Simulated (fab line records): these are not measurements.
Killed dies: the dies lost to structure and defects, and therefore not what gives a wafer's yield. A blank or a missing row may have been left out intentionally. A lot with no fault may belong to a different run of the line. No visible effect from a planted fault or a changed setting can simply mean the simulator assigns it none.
Problem report in the 8D (eight disciplines) form, filled by code    flow sky130    the parts of the form that need people (team, actions taken, sign-off) are left out

## 1. PROBLEM STATEMENT
Mean VIA3_HDPCVD_THK at SKY_VIA3_THK_MEAS_01: 1510 nm over 4 wafers in 2 lots; fault-free wafers: 1640 nm, standard deviation 19. Measured from the usual mean, that is -6.9 standard deviations.
Earliest sighting: wafer L829.4 on film_metro-04 at day 40 12:59. The record holds 36 wafers of 12 lots with a number at this step. The rule behind "out" and "out of limits": a value lying over 4 standard deviations away from the usual mean. All remaining wafers that have a number are taken as sound.

## 2. WHAT IT IS, WHAT IT ISN'T
question                     is                              is not
which readings at this step  VIA3_HDPCVD_THK                 -
which lots                   L829, L830                      L825, L826, L828, L832, L841, L844, L845, L846, L847, L848
which wafers of those lots   L829.4, L829.6, L830.4, L830.6  L829.1, L830.1
read on which gauges         film_metro-04                   film_metro-02, film_metro-03
when                         from day 40 12:59               up to then (10 sound wafers); but 22 sound wafers of L830, L832, L841, L844, L845, L846, L847, L848 came after

## 3. THE SUSPECTS, EACH WITH WHAT RULES IT OUT
Counting: if a tool at a process step up to the reading ran every lot that is out, it stays a suspect. Sound lots after the first of them don't rule it out here, since some wafers of a struck lot are sound.
- ruled out: the gauge at SKY_VIA3_THK_MEAS_01. All the wafers that are out were read on film_metro-04, but those of them that SKY_VIA3_HDPCVD_00 has rows for are out there too, on other tools.
- hdpcvd-02 at SKY_VIA3_HDPCVD_00 (deposits SiO2, target thk 1635 nm, time 272.5 s): kept. It ran every lot that is out, first L829 (day 40 12:49); its last sound lot up to then is L828 (day 40 03:28). Out on those wafers are its own readings of run_length_s.
Left after counting: hdpcvd-02 at SKY_VIA3_HDPCVD_00.

## 4. THE CAUSE (what the simulator had put in)
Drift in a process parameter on hdpcvd-02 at SKY_VIA3_HDPCVD_00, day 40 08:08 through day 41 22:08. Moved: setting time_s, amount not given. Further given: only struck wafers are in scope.
This tool alone remained once counting was done.

## 5. SEQUENCE OF EFFECTS, ordered by route
Each row: a reading whose mean over the struck wafers that have a number lies more than 3 standard deviations from the usual. Readings are gone through only where the record gives a usual standard deviation; hours: the median, over the lots, of the time from a lot's start at the first step in this table giving one to that lot's start at this step; sigmas: the change measured in usual standard deviations.
hours  step                  reading          usual    on struck wafers  change  sigmas
0      SKY_VIA3_HDPCVD_00    run_length_s     300.6 s  277.7             -22.9   -46
0      SKY_VIA3_THK_MEAS_01  VIA3_HDPCVD_THK  1640 nm  1510              -130    -6.9
Here are the process steps it includes:
- SKY_VIA3_HDPCVD_00: deposits SiO2, target thk 1635 nm, time 272.5 s.
Later steps that measure or inspect, where all struck wafers having a row at the step show a number for every such reading and not one has moved that far: SKY_VIA3_THK_MEAS_23.

## 6. WHAT WOULD HAVE CAUGHT IT SOONER
In this record the first reading out of limits at a measuring or inspecting step was taken at day 40 12:59, 5 hours after the fault began at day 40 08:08.
Tool's own readings at SKY_VIA3_HDPCVD_00, run_length_s: out on all struck wafers the step has rows for; an alarm limit on them would have tripped on the first.
L830, from the lots that are out (2), started SKY_VIA3_HDPCVD_00 on hdpcvd-02 later than day 40 12:59. It would have been spared by a hold on the tool at that moment.
